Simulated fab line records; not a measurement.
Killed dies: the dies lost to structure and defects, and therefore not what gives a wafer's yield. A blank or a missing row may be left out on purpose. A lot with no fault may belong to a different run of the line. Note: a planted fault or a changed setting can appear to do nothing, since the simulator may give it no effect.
A lot that was struck, set against a sound lot -- flow gf180mcu -- 17 steps out of a route of 602
Sound: wafers L966.2, L966.4, L966.5. Wafers struck: L968.1, L968.2, L968.6. The cause is given at the end.
For every step that has rows: the tool of each side, followed by ch and its chambers, followed by its first start. Under that, the readings that differ: sound wafers -- struck wafers -- difference of the means -- sigmas: that difference in standard deviations of wafers without a fault.
alike: readings whose means differ by less than 2 such deviations, and words and numbers that are the same on both sides. not compared: withheld readings, readings that some wafer has no value for, bounds like >300 that may hide the same value, and numbers for which the record gives no deviation and whose values overlap.
The two part at a step that has a row with sigmas, a row that says differs or no value, or rows on one side only. Non-overlapping numbers with no deviation appear without sigmas and do not part them. Lack of a reading on every wafer of one side parts them only where that side has two or more wafers.

first, 4 steps without rows for these wafers: GF_M1_SOFTBAKE_10 (time 60 s); GF_M1_EXPOSE_11 (exposes mask Metal1, target cd 230 nm); GF_M1_PEB_12 (peb time 90 s); GF_M1_DEVELOP_13 (develop time 60 s).
GF_M1_CD_MEAS_14 targets a cd of 230 nm.
  struck on cd sem-01, day 20 08:56; sound on cd sem-01, day 19 20:18
  alike: cd nm
GF_M1_OVL_MEAS_15:
  struck on overlay-01, day 20 09:04; sound on overlay-01, day 19 20:25
  alike: M1_OVL
GF_M1_METAL_ETCH_16: etches the open film in Cl2/BCl3, stops on SiO2, target depth 627.5 nm, time 104.6 s.
  sound on rie metal-02 ch 1, day 19 20:26; struck on rie metal-01 ch 1, day 20 09:06
reading,sound,struck,difference,sigmas
drypump motor current A (A),6.0 6.0 6.0,4.8 4.8 4.8,-1.2,-2
  alike: chamber pressure mTorr, mfc cl2 sccm, oes product au, throttle valve pct
  not compared: rf hours counter h
GF_M1_STRIP_17: strips in O2/N2.
  sound on plasma asher-02 ch 0,1, day 19 20:33; struck on plasma asher-01 ch 0,1, day 20 09:19
reading,sound,struck,difference,sigmas
drypump motor current A (A),5.54 5.57 5.61,5.94 6.36 6.35,+0.64,+2
heater power w (W),334 295 283,348 421 420,+92,+2
  alike: chamber pressure mTorr, oes product au, strip time to endpoint s
  not compared: rf hours counter h
then, 3 steps without rows for these wafers: GF_M1_STRIP_18 (strips in post etch residue remover, time 1200 s); GF_M1_CLEAN_19 (cleans in DIW); GF_V1_CVD_00 (deposits SiO2, target thk 600 nm, time 100 s).
GF_V1_THK_MEAS_01:
  struck on film metro-04, day 20 09:56; sound on film metro-02, day 19 21:37
  alike: V1_CVD_00_THK
GF_V1_CVD_02: deposits SiO2 from TEOS, target thk 850 nm, time 94.851 s.
  sound on pecvd-04 ch 0,1,2, day 19 21:40; struck on pecvd-03 ch 0,1,2, day 20 09:59
reading,sound,struck,difference,sigmas
model.SiO2_of_V1_CVD_02.thk nm (nm),835.1 851.4 853.7,952.3 946.6 962.1,+106.9,
  alike: heater power w
  not compared: since wet clean h
GF_V1_THK_MEAS_03:
  struck on film metro-01, day 20 10:04; sound on film metro-04, day 19 21:44
reading,sound,struck,difference,sigmas
V1_CVD_02_THK (nm),836 851 853,953 948 963,+108,+9
GF_V1_CMP_04: polishes SiO2.
  sound on cmp-02 ch 0,2,3, day 19 21:47; struck on cmp-01 ch 0,3, day 20 10:07
reading,sound,struck,difference,sigmas
time to endpoint s (s),74 76 80,120 127 124,+47,+8
  alike: motor current A
GF_V1_BOW_MEAS_05:
  struck on film metro-04, day 20 10:25; sound on film metro-02, day 19 22:07
reading,sound,struck,difference,sigmas
V1_BOW (um),86 69 86,99 96 91,+15,+2
next, for these wafers, 1 step has no rows: GF_PASSIVATION_PROBE_99.

## WHERE THEY PART
First at GF_M1_METAL_ETCH_16; last, within this record, at GF_V1_BOW_MEAS_05.

WHY: what had been put in by the simulator
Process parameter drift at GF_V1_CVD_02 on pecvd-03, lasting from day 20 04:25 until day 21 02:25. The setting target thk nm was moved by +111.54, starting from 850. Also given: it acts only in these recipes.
